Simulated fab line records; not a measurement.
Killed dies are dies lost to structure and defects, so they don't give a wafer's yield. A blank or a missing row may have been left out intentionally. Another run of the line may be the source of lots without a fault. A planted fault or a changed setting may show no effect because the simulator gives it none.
A lot that was struck, set against a sound lot    flow sky130    15 out of 708 route steps
Sound: the wafers L481.3, L481.4, L481.6. Wafers struck: L493.1, L493.3, L493.4. At the end, the cause is stated.
Order at every step that has rows: each side's tool, ch and its chambers, its first start. Under that, the readings that differ: sound wafers    struck wafers    difference of the means    sigmas: that difference in standard deviations of wafers without a fault.
alike: readings whose means differ by less than 2 such deviations, and words and numbers that are the same on both sides. not compared: withheld readings, readings that some wafer has no value for, bounds like >300 that may hide the same value, and numbers for which the record gives no deviation and whose values overlap.
A row with sigmas, a row that says differs or no value, or rows on one side alone: a step with any of these is where the two part. When numbers do not overlap yet have no deviation, they are printed without sigmas and do not part them. Lack of a reading on every wafer of one side parts them only where that side has two or more wafers.

first, 3 steps without rows for these wafers: SKY_SD_P_EXPOSE_04 (exposes mask PSDM, target cd 380 nm); SKY_SD_P_PEB_05; SKY_SD_P_DEVELOP_06 (develop time 60 s).
SKY_SD_P_CD_MEAS_07 targets a cd of 380 nm.
  struck on cd-sem-02, day 29 18:56; sound on cd-sem-02, day 25 10:32
  alike: cd-nm
SKY_SD_P_OVL_MEAS_08:
  struck on overlay-01, day 29 19:04; sound on overlay-01, day 25 10:38
  alike: SD_P_OVL
following that, these wafers have no rows for 1 step: SKY_SD_P_IMPLANT_09.
SKY_SD_P_STRIP_10: strips in O2/N2.
  sound on plasma-asher-02 ch 0,1, day 25 10:50; struck on plasma-asher-02 ch 0,1, day 29 19:15
  alike: drypump-motor-current-A, oes-product-au, strip-time-to-endpoint-s
  not compared: rf-hours-counter-h
SKY_SD_P_TW_MEAS_11:
  struck on film-metro-02, day 29 19:21; sound on film-metro-04, day 25 10:55
reading  sound           struck          difference  sigmas
SD_P_TW  2840 2853 2840  2775 2780 2780  -66         -2
then, 4 steps without rows for these wafers: SKY_RES_XHIGH_DEHYDRATE_00 (time 60 s); SKY_RES_XHIGH_HMDS_01 (prime time 60 s); SKY_RES_XHIGH_COAT_02 (resist thk 1140 nm); SKY_RES_XHIGH_SOFTBAKE_03 (time 60 s).
SKY_RES_XHIGH_EXPOSE_04: exposes mask URPM, target cd 1270 nm.
  sound on iline-stepper-02 ch 0, day 26 02:06; struck on iline-stepper-02 ch 0, day 30 07:50
reading  sound                 struck                         difference  sigmas
mask     URPM#0 URPM#0 URPM#0  URPM_R1#0 URPM_R1#0 URPM_R1#0  differs     
following that, these wafers have no rows for 1 step: SKY_RES_XHIGH_PEB_05.
-- the record jumps here: 19 days lie between the struck wafers' starts before and after (it left off in module RES_XHIGH and takes up again in module PAD_OPEN, whose first step shown is number 708 of the route) --
SKY_PAD_OPEN_PROBE_99:
  struck on prober-01, day 48 19:51; sound on prober-02, day 45 14:26
  alike: killed_at_M0_to_M3, killed_at_M4_up, killed-at-contacts, killed-at-front-end, killed-at-other, killed-dies, killed-open, killed-short

WHERE THEY PART
Earliest at SKY_SD_P_TW_MEAS_11; latest, in this record, at SKY_RES_XHIGH_EXPOSE_04. Later steps at which nothing parts them and some readings are alike: SKY_PAD_OPEN_PROBE_99.

WHY: the cause the simulator had injected
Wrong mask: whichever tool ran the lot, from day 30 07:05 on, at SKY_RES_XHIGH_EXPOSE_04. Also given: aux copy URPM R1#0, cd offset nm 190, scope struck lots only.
